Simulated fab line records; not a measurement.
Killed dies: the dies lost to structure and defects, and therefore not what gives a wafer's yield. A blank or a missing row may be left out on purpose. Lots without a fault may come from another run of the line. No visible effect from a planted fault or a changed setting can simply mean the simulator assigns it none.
A struck lot beside a sound one || flow sky130 || 36 steps out of a route of 708
Sound: the wafers L297.2, L297.3, L297.6. Struck: wafer L305.2; the same lot's L305.3 was not struck, so it is left out; see the end for the cause.
Per side, at each step with rows, come the tool, then ch with its chambers, and then its first start. Under that, the readings that differ: sound wafers || struck wafers || difference of the means || sigmas: that difference in standard deviations of wafers without a fault.
alike: words and numbers the same on both sides, and readings whose means are apart by under 2 such deviations; not compared: readings that were withheld, readings missing a value for some wafer, numbers with overlapping values and no deviation given by the record, and bounds like >300 which may hide the same value.
The two part at a step that has a row with sigmas, a row that says differs or no value, or rows on one side only. Non-overlapping numbers with no deviation appear without sigmas and do not part them. Lack of a reading on every wafer of one side parts them only where that side has two or more wafers.

first, 10 steps without rows for these wafers: SKY_VIA2_CLEAN_18 (cleans in IPA, time 180 s); SKY_VIA2_CLEAN_19 (cleans in O3/DIW); SKY_VIA2_SPUTTER_20 (material TiN, target thk 20 nm, time 80 s); SKY_VIA2_CVD_21 (deposits W, target thk 420 nm, time 126.4 s); SKY_VIA2_CMP_24 (polishes, stops on SiO2, t overpolish 20 s, target thk 0 nm); SKY_METAL3_SPUTTER_00 (material Ti, target thk 15 nm, time 10 s); SKY_METAL3_SPUTTER_01 (material TiN, target thk 20 nm, time 16.7 s); SKY_METAL3_SPUTTER_02 (material AlCu, target thk 735 nm, time 39.1 s); SKY_METAL3_SPUTTER_03 (material Ti, target thk 5 nm, time 3.3 s); SKY_METAL3_SPUTTER_04 (material TiN, target thk 70 nm, time 58.3 s).
SKY_CAPM_CVD_00: deposits SiO2, target thk 15.5 nm.
  sound on pecvd-02 ch 0,1, day 38 18:45; struck on pecvd-02 ch 0, day 40 18:32
{"reading": "model.SiO2_of_CAPM_CVD_00.thkNm (nm)", "sound": "15.11 15.29 15.23", "struck": 14.32, "difference": -0.89, "sigmas": ""}
  alike: heaterPowerW
SKY_CAPM_THK_MEAS_01:
  sound: filmMetro-02 at day 38 18:47; struck: filmMetro-04 at day 40 18:52
{"reading": "CAPM_CVD_00_THK (nm)", "sound": "15.15 15.22 15.25", "struck": 14.33, "difference": -0.88, "sigmas": -4}
  not compared: hold
then, 22 steps without rows for these wafers: SKY_CAPM_DEHYDRATE_05 (time 60 s); SKY_CAPM_HMDS_06 (prime time 60 s); SKY_CAPM_COAT_07 (resist thk 1140 nm); SKY_CAPM_SOFTBAKE_08 (time 60 s); SKY_CAPM_EXPOSE_09 (exposes mask CAPM, target cd 1000 nm); SKY_CAPM_PEB_10; SKY_CAPM_DEVELOP_11 (develop time 60 s); SKY_CAPM_METAL_ETCH_13 (etches TiN in Cl2/BCl3, stops on SiO2, target depth 220 nm, time 62.9 s); SKY_CAPM_STRIP_14 (strips in O2/N2); SKY_CAPM_STRIP_15 (strips in post etch residue remover, time 1200 s); SKY_CAPM_CLEAN_16 (cleans in IPA, time 180 s); SKY_CAPM_CLEAN_17 (cleans in O3/DIW); SKY_METAL3_DEHYDRATE_05 (time 60 s); SKY_METAL3_HMDS_06 (prime time 60 s); SKY_METAL3_COAT_07 (resist thk 60 nm); SKY_METAL3_COAT_08 (resist thk 1140 nm); SKY_METAL3_SOFTBAKE_09 (time 90 s); SKY_METAL3_EXPOSE_10 (exposes mask MM3, target cd 300 nm); SKY_METAL3_PEB_11; SKY_METAL3_DEVELOP_12 (develop time 60 s); SKY_METAL3_DESCUM_15 (chemistry O2, time 8 s); SKY_METAL3_ETCH_16 (etches BARC in N2/H2, stops on SiO2, time 88.2 s, target depth 60 nm).
SKY_METAL3_ETCH_17: etches SiO2 in C4F8/O2/Ar, stops on TiN, time 3.9 s, target depth 15 nm.
  sound on rieDiel-03 ch 0,2,3, day 40 19:58; struck on rieDiel-03 ch 0, day 42 18:38
{"reading": "oesProductAu (a.u.)", "sound": "0.750 0.743 0.746", "struck": 0.726, "difference": -0.020, "sigmas": -3}
{"reading": "model.etch.depthNm (nm)", "sound": "15.11 15.29 15.23", "struck": 14.32, "difference": -0.89, "sigmas": ""}
  alike: chamberPressureMTorr
  not compared: rfHoursCounterH
-- the record jumps here: 6 days lie between the struck wafers' starts before and after (it left off in module METAL3 and takes up again in module PAD_OPEN, whose first step shown is number 708 of the route) --
SKY_PAD_OPEN_PROBE_99:
  sound: prober-02 at day 47 17:28; struck: prober-01 at day 49 05:22
{"reading": "hold", "sound": "- - -", "struck": "awaitDispo/5.8h/release", "difference": "no value on the sound wafers", "sigmas": ""}
{"reading": "killedAtContacts", "sound": "16 27 17", "struck": 33, "difference": "+13", "sigmas": "+2"}
{"reading": "killedOpen", "sound": "42 47 39", "struck": 57, "difference": "+14", "sigmas": "+2"}
  alike: defectLimitedYield, killed_at_M0_to_M3, killed_at_M4_up, killedAtFrontEnd, killedAtOther, killedDies, killedShort, sort_bin_3_pad_short, sort_bin_5_function, sort_bin_6_memory, sortNPass, sortYieldPct
  not compared: model.etest.capMim.bvV, model.etest.capMim.leakLog10ACm2, model.etest.capMim.cFfUm2

## WHERE THEY PART
Last at SKY_PAD_OPEN_PROBE_99 as far as this record goes, first at SKY_CAPM_THK_MEAS_01.

WHY: the cause the simulator had injected
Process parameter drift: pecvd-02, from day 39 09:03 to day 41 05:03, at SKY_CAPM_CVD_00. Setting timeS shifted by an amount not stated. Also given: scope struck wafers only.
